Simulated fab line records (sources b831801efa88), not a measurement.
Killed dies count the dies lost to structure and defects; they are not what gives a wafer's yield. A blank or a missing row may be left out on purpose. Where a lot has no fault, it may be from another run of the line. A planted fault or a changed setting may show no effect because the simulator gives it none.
Which tool did it? -- flow sky130 -- Sampling: 11 lots, 33 wafers, 6 of 708 route steps

## WHAT EACH GAUGE READ, for each wafer
SKY_GATE_OXIDE_TW_MEAS_14. Usual: for GATE_OXIDE_TW the level is 223.4 and the standard deviation is 2.3.
lot,measured,on,GATE_OXIDE_TW,flag
L288,day 16 06:30,film-metro-02,219.5 220.9 219.6,
L294,day 18 03:51,film-metro-02,220.8 219.8 219.1,
L295,day 18 17:35,film-metro-01,225.2 223.6 223.2,
L296,day 19 11:17,film-metro-03,226.0 227.1 225.9,
L299,day 20 02:12,film-metro-02,222.8 222.5 222.4,
L300,day 20 02:22,film-metro-03,225.8 226.0 225.7,
L301,day 20 21:02,film-metro-01,224.7 224.2 223.6,
L302,day 21 05:35,film-metro-03,224.2 225.0 225.1,
L303,day 21 05:47,film-metro-01,225.6 224.5 225.4,
L304,day 21 13:47,film-metro-02,221.0 220.8 219.7,
L305,day 22 04:18,film-metro-03,225.7 226.3 225.5,

SKY_LDD_LDN_OVL_MEAS_07. Usual: for LDD_LDN_OVL the level is 0.3 nm and the standard deviation is 1.5.
lot,measured,on,LDD_LDN_OVL (nm),flag
L288,day 25 16:09,overlay-02,- - -,OFF
L294,day 27 10:31,overlay-02,-1.8 0.1 -1.9,
L295,day 28 01:58,overlay-01,-0.2 -1.4 -0.5,
L296,day 28 10:41,overlay-02,0.2 -0.4 0.9,
L299,day 29 00:29,overlay-01,-1.6 -1.4 -1.3,
L300,day 29 04:25,overlay-02,1.7 1.8 3.0,
L301,day 29 16:28,overlay-02,0.6 -1.7 -0.4,
L302,day 30 00:54,overlay-01,2.1 0.6 -0.6,
L303,day 30 01:07,overlay-01,-1.5 -1.4 -1.3,
L304,day 30 06:34,overlay-02,2.4 1.8 1.9,
L305,day 30 19:43,overlay-02,-1.0 -1.7 -2.9,

SKY_LDD_LDN_TW_MEAS_13. Usual: for LDD_LDN_TW the level is 1482 and the standard deviation is 15.
lot,measured,on,LDD_LDN_TW,flag
L288,day 25 16:54,film-metro-03,30 30 30,OFF
L294,day 27 11:16,film-metro-02,1448 1457 1452,
L295,day 28 02:42,film-metro-03,1498 1496 1490,
L296,day 28 11:26,film-metro-03,1490 1489 1484,
L299,day 29 01:14,film-metro-03,1494 1488 1488,
L300,day 29 05:10,film-metro-03,1484 1499 1484,
L301,day 29 17:12,film-metro-04,1480 1493 1489,
L302,day 30 01:38,film-metro-02,1456 1460 1460,
L303,day 30 01:51,film-metro-04,1482 1486 1492,
L304,day 30 07:18,film-metro-03,1481 1483 1483,
L305,day 30 20:27,film-metro-04,1484 1482 1490,

## WHICH TOOL RAN EACH LOT (tool, then ch and the chambers of the sampled wafers, then the start)
lot,SKY_GATE_OXIDE_STRIP_13,SKY_RES_PROTECT_STRIP_07,SKY_LDD_LDN_EXPOSE_04
L288,"plasma-asher-04 ch 0,1, day 16 06:25","plasma-asher-01 ch 0,1, day 17 14:48","iline-stepper-01 ch 0, day 25 01:02"
L294,"plasma-asher-01 ch 0,1, day 18 03:44","plasma-asher-04 ch 0,1, day 19 18:07","iline-stepper-02 ch 0, day 26 19:58"
L295,"plasma-asher-04 ch 0,1, day 18 17:29","plasma-asher-01 ch 0,1, day 20 10:29","iline-stepper-02 ch 0, day 27 12:08"
L296,"plasma-asher-01 ch 0,1, day 19 11:11","plasma-asher-04 ch 0,1, day 20 20:29","iline-stepper-01 ch 0, day 27 20:53"
L299,"plasma-asher-04 ch 0,1, day 20 02:07","plasma-asher-04 ch 0,1, day 21 12:04","iline-stepper-02 ch 0, day 28 11:34"
L300,"plasma-asher-03 ch 0,1, day 20 02:16","plasma-asher-01 ch 0,1, day 21 12:44","iline-stepper-01 ch 0, day 28 15:42"
L301,"plasma-asher-03 ch 0,1, day 20 20:58","plasma-asher-02 ch 0,1, day 22 06:41","iline-stepper-01 ch 0, day 29 03:21"
L302,"plasma-asher-01 ch 0,1, day 21 05:29","plasma-asher-04 ch 0,1, day 22 15:29","iline-stepper-01 ch 0, day 29 12:23"
L303,"plasma-asher-03 ch 0,1, day 21 05:41","plasma-asher-01 ch 0,1, day 22 16:23","iline-stepper-01 ch 0, day 29 12:40"
L304,"plasma-asher-03 ch 0,1, day 21 13:41","plasma-asher-04 ch 0,1, day 22 23:32","iline-stepper-01 ch 0, day 29 18:18"
L305,"plasma-asher-04 ch 0,1, day 22 04:13","plasma-asher-01 ch 0,1, day 23 13:10","iline-stepper-02 ch 0, day 30 07:17"
- SKY_GATE_OXIDE_STRIP_13: strips in O2/N2.
- SKY_RES_PROTECT_STRIP_07: strips in O2/N2.
- SKY_LDD_LDN_EXPOSE_04: exposes mask LDNTM, target cd 700 nm.

## WHAT THE TOOLS THEMSELVES READ (means of the sampled wafers that have a number; where no wafer has one, the mark that the record gives instead)
SKY_GATE_OXIDE_STRIP_13. Usual: drypump-motor-current-A 5.8 A, standard deviation 0.51; n2-flow-sccm 300.0 sccm, standard deviation 0.88; oes-product-au 0.715 a.u., standard deviation 0.0049; strip-time-to-endpoint-s 14.18 s, standard deviation 0.035.
lot,tool,drypump-motor-current-A (A),n2-flow-sccm (sccm),oes-product-au (a.u.),strip-time-to-endpoint-s (s),flag
L288,plasma-asher-04,5.9,300.6,0.715,14.14,
L294,plasma-asher-01,5.9,300.9,0.714,14.19,
L295,plasma-asher-04,6.0,300.5,0.714,14.18,
L296,plasma-asher-01,6.2,301.4,0.713,14.18,
L299,plasma-asher-04,5.9,299.5,0.717,14.17,
L300,plasma-asher-03,5.7,301.0,0.717,14.17,
L301,plasma-asher-03,5.7,299.2,0.716,14.23,
L302,plasma-asher-01,6.1,300.0,0.717,14.19,
L303,plasma-asher-03,5.6,298.8,0.716,14.18,
L304,plasma-asher-03,5.3,299.5,0.716,14.14,
L305,plasma-asher-04,5.9,299.3,0.714,14.18,

SKY_RES_PROTECT_STRIP_07. Usual: drypump-motor-current-A 5.9 A, standard deviation 0.5; n2-flow-sccm 300.0 sccm, standard deviation 0.94; oes-product-au 0.518 a.u., standard deviation 0.0046; strip-time-to-endpoint-s 23.30 s, standard deviation 0.043.
lot,tool,drypump-motor-current-A (A),n2-flow-sccm (sccm),oes-product-au (a.u.),strip-time-to-endpoint-s (s),flag
L288,plasma-asher-01,6.2,300.1,0.521,23.35,
L294,plasma-asher-04,5.9,299.4,0.518,23.25,
L295,plasma-asher-01,5.9,300.4,0.518,23.33,
L296,plasma-asher-04,5.6,300.0,0.516,23.35,
L299,plasma-asher-04,5.9,299.6,0.515,23.29,
L300,plasma-asher-01,6.2,299.9,0.518,23.33,
L301,plasma-asher-02,5.7,298.9,0.516,23.28,
L302,plasma-asher-04,5.7,300.6,0.516,23.36,
L303,plasma-asher-01,6.1,299.4,0.519,23.27,
L304,plasma-asher-04,5.7,300.6,0.519,23.25,
L305,plasma-asher-01,5.9,300.2,0.517,23.22,

SKY_LDD_LDN_EXPOSE_04. Usual: stage-vel-mm-s 500.03 mm/s, standard deviation 0.29.
lot,tool,stage-vel-mm-s (mm/s),flag
L288,iline-stepper-01,500.02,
L294,iline-stepper-02,500.34,
L295,iline-stepper-02,499.98,
L296,iline-stepper-01,500.30,
L299,iline-stepper-02,500.04,
L300,iline-stepper-01,500.13,
L301,iline-stepper-01,500.22,
L302,iline-stepper-01,499.96,
L303,iline-stepper-01,499.77,
L304,iline-stepper-01,500.34,
L305,iline-stepper-02,500.12,

## THE ANSWER, worked out from the rows above alone
Rule: take the mean of a lot's wafers that have a number; if it is more than 3 standard deviations from the usual mean, the lot is off. A lot without any number at a reading at which 4 lots or more have one is off too. The other lots that the step has rows for count as sound. The gauges are gone through in route order, then the tools' own readings, and for those a lot's mean is taken as printed above. The first step at which some lot is off is used, and at that step the reading that is off furthest; a lot without a number counts as furthest.
Off: L288, seen at SKY_LDD_LDN_OVL_MEAS_07 (LDD_LDN_OVL). Without a number there: L288.
A tool fits if, at a process step before that reading, it ran every lot that is off, and no sound lot after the first of them. The gauges at SKY_LDD_LDN_OVL_MEAS_07 aren't tried: what is off there is off at SKY_LDD_LDN_TW_MEAS_13 too, on other tools, and a gauge's error can't cause that. Of those tried, none fits.

## WHAT WAS PUT IN BY THE SIMULATOR
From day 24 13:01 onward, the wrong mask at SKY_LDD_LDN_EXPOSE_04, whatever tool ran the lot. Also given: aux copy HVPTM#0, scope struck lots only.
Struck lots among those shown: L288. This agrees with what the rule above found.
